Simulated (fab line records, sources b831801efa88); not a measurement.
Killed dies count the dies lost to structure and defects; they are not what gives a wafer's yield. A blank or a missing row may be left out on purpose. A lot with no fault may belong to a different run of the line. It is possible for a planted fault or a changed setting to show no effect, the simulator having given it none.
A struck lot beside a sound one / flow gf180mcu / 14 steps out of a route of 602
Sound: the wafers L753.2, L753.3, L753.6. Wafers struck: L750.2, L750.3, L750.6. The cause is given at the end.
Order at every step that has rows: each side's tool, ch and its chambers, its first start. Under that, the readings that differ: sound wafers / struck wafers / difference of the means / sigmas: that difference in standard deviations of wafers without a fault.
alike: a reading whose means differ by less than 2 such deviations, as well as words and numbers matching on both sides. not compared: withheld readings; readings where some wafer has no value; bounds like >300 that might hide an equal value; numbers whose values overlap and for which the record gives no deviation.
A row with sigmas, a row that says differs or no value, or rows on one side alone: a step with any of these is where the two part. Numbers that have no deviation but don't overlap get no sigmas and don't part them. A reading missing from all wafers of one side parts the sides only when that side holds two or more wafers.

first, 8 steps without rows for these wafers: GF_V5_DEHYDRATE_06 (time 60 s); GF_V5_HMDS_07 (prime time 60 s); GF_V5_COAT_08; GF_V5_COAT_09 (resist thk 1000 nm); GF_V5_SOFTBAKE_10 (time 60 s); GF_V5_EXPOSE_11 (exposes mask Via5, target cd 260 nm); GF_V5_PEB_12 (peb time 90 s); GF_V5_DEVELOP_13 (develop time 60 s).
GF_V5_CD_MEAS_14: the cd target is 260 nm.
  sound on cd sem-01, day 32 19:39; struck on cd sem-02, day 32 01:24
  alike: cd nm
GF_V5_OVL_MEAS_15:
  sound on overlay-01, day 32 19:45; struck on overlay-01, day 32 01:31
  alike: V5_OVL
GF_V5_ETCH_16: etches BARC in N2/H2.
  sound on rie diel-01 ch 2,3, day 32 19:47; struck on rie diel-04 ch 0,1,3, day 32 01:32
  alike: bias w, drypump motor current A, oes product au, throttle valve pct
GF_V5_ETCH_17: etches SiO2 in C4F8/O2/Ar, stops on TiN, target depth 855 nm.
  sound on rie diel-01 ch 2,3; struck on rie diel-04 ch 0,1,3
  alike: bias w, oes product au
GF_V5_STRIP_18: strips in O2/N2.
  sound on plasma asher-01 ch 0,1, day 32 19:56; struck on plasma asher-01 ch 1, day 32 01:41
  no value came back on the struck wafers for chamber pressure mTorr (mTorr), drypump motor current A (A), heater power w (W), oes product au (a.u.); on the sound wafers chamber pressure mTorr (mTorr) reads 1498.9 1499.6 1499.3
  not compared: rf hours counter h
then, 1 step without rows for these wafers: GF_V5_STRIP_19 (strips in post etch residue remover, time 1200 s).

WHERE THEY PART
Only at GF_V5_STRIP_18, within this record.

WHY: whatever the simulator had introduced
At GF_V5_STRIP_18, the step was skipped entirely on plasma asher-01 from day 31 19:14 on. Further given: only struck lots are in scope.
